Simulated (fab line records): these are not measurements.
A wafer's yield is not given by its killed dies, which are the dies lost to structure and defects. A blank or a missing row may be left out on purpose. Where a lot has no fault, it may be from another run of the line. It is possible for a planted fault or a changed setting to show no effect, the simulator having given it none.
Matching of chambers + flow gf180mcu + GF_CONTACT_CMP_04 on cmp-01: 4 sister chambers
The step polishes SiO2. 4 wafers are shown with their chamber, then 8 later ones without.

== WAFERS PAIRED WITH THEIR CHAMBERS ==
| wafer  | chamber | motor_current_A (A) |
|--------|---------|---------------------|
| L220.2 | 1       | 13.1                |
| L224.3 | 2       | 12.5                |
| L224.5 | 0       | 11.9                |
| L233.1 | 3       | 12.0                |

== WAFERS WHOSE CHAMBER IS MISSING ==
| wafer  | motor_current_A (A) |
|--------|---------------------|
| L233.2 | 11.9                |
| L233.5 | 12.6                |
| L235.1 | 12.4                |
| L235.3 | 13.1                |
| L235.4 | 13.3                |
| L236.2 | 11.5                |
| L236.4 | 12.5                |
| L236.6 | 13.5                |

== CHAMBER TAKEN BY EACH ==
| wafer  | from the rows above          | in truth                   |
|--------|------------------------------|----------------------------|
| L233.2 | can't be placed: 0 or 3      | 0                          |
| L233.5 | can't be placed: 2 or 1      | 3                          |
| L235.1 | can't be placed: 2 or 3 or 0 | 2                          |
| L235.3 | 1                            | 1                          |
| L235.4 | 1                            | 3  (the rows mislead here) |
| L236.2 | can't be placed: 0 or 3      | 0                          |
| L236.4 | 2                            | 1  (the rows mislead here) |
| L236.6 | 1                            | 1                          |
Correct placement for 2 of the 8. These rows do not allow placing 4 (true chamber among the candidates in 3). Number placed wrongly: 2.
How it was worked out, from the rows above alone: a wafer's distance from a chamber is the root of the sum, over the readings, of the square of ((its reading less the chamber's mean) divided by the reading's scatter). The wafer belongs to the nearest chamber; if the next one is less than 2 further off, it can't be placed. A chamber's mean is the mean of its shown wafers. The scatter: root of mean squared gap, hidden wafer to nearest shown wafer, with one shown wafer a chamber.
